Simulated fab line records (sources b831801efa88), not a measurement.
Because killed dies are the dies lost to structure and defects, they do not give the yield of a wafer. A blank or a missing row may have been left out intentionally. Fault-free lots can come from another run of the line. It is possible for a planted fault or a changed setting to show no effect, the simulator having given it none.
Which of the tools did it? -- flow gf180mcu -- 36 wafers from 12 lots sampled at 4 of the route's 602 steps

WHAT THE GAUGES READ, wafer by wafer
GF_V4_RS_MEAS_24: measures by four-point-probe.
lot,measured,on,V4_W_RS (ohm/sq)
L075,day 24 17:52,filmMetro-03,0.319 0.321 0.326
L077,day 25 07:31,filmMetro-03,0.330 0.329 0.333
L079,day 26 05:12,filmMetro-02,0.332 0.331 0.324
L081,day 26 17:46,filmMetro-01,0.327 0.325 0.320
L083,day 27 12:20,filmMetro-02,0.326 0.321 0.323
L085,day 28 04:48,filmMetro-01,0.322 0.323 0.319
L087,day 28 18:30,filmMetro-03,0.331 0.326 0.320
L089,day 29 09:16,filmMetro-02,0.327 0.327 0.325
L091,day 29 18:19,filmMetro-03,0.324 0.322 0.322
L093,day 30 06:20,filmMetro-02,0.336 0.333 0.332
L095,day 30 18:49,filmMetro-01,0.323 0.320 0.328
L097,day 31 06:38,filmMetro-02,0.330 0.332 0.323

EACH LOT AND THE TOOL THAT RAN IT (in order: tool; ch and the chambers of the sampled wafers; start)
lot,GF_M4_SPUTTER_00,GF_V4_STRIP_18,GF_V4_SPUTTER_22
L075,"pvdSputter-04, day 22 18:40","plasmaAsher-02 ch 0,1, day 24 17:02","pvdSputter-01, day 24 17:42"
L077,"pvdSputter-03, day 23 09:00","plasmaAsher-04 ch 0,1, day 25 06:46","pvdSputter-02, day 25 07:22"
L079,"pvdSputter-02, day 24 07:55","plasmaAsher-04 ch 0,1, day 26 04:26","pvdSputter-01, day 26 05:01"
L081,"pvdSputter-03, day 24 20:56","plasmaAsher-01 ch 0,1, day 26 16:58","pvdSputter-02, day 26 17:37"
L083,"pvdSputter-03, day 25 16:29","plasmaAsher-02 ch 0,1, day 27 11:35","pvdSputter-04, day 27 12:09"
L085,"pvdSputter-02, day 26 10:46","plasmaAsher-01 ch 0,1, day 28 04:02","pvdSputter-04, day 28 04:38"
L087,"pvdSputter-02, day 27 00:38","plasmaAsher-04 ch 0,1, day 28 17:41","pvdSputter-01, day 28 18:20"
L089,"pvdSputter-02, day 27 15:32","plasmaAsher-04 ch 0,1, day 29 08:31","pvdSputter-01, day 29 09:07"
L091,"pvdSputter-02, day 28 01:19","plasmaAsher-02 ch 0,1, day 29 17:28","pvdSputter-04, day 29 18:08"
L093,"pvdSputter-03, day 28 15:32","plasmaAsher-02 ch 0,1, day 30 05:35","pvdSputter-01, day 30 06:11"
L095,"pvdSputter-03, day 29 03:07","plasmaAsher-01 ch 0,1, day 30 18:04","pvdSputter-01, day 30 18:39"
L097,"pvdSputter-03, day 29 14:57","plasmaAsher-01 ch 0,1, day 31 05:28","pvdSputter-02, day 31 06:26"
- GF_M4_SPUTTER_00: material Ti, target thk 37.5 nm, time 150 s.
- GF_V4_STRIP_18: strips in O2/N2.
- GF_V4_SPUTTER_22: material TiN, target thk 10 nm, time 40 s.

THE ANSWER, worked out from the rows above alone
Rule: the usual values come from the lots themselves. Put in order of their means at a reading, lots are off if they are a third of the lots or fewer, leave a main group of 4 or more, and stand apart from it by a gap of 3 or more times the standard deviation of the main group's means; of several such gaps the widest counts. A main group is skipped when, at the precision printed for the reading in the tables above, its means are all equal. A lot without any number at a reading at which 4 lots or more have one is off too. The other lots that the step has rows for count as sound.
No lot is off on any of the readings shown, so nothing can be concluded from this.

WHAT WAS PUT IN BY THE SIMULATOR
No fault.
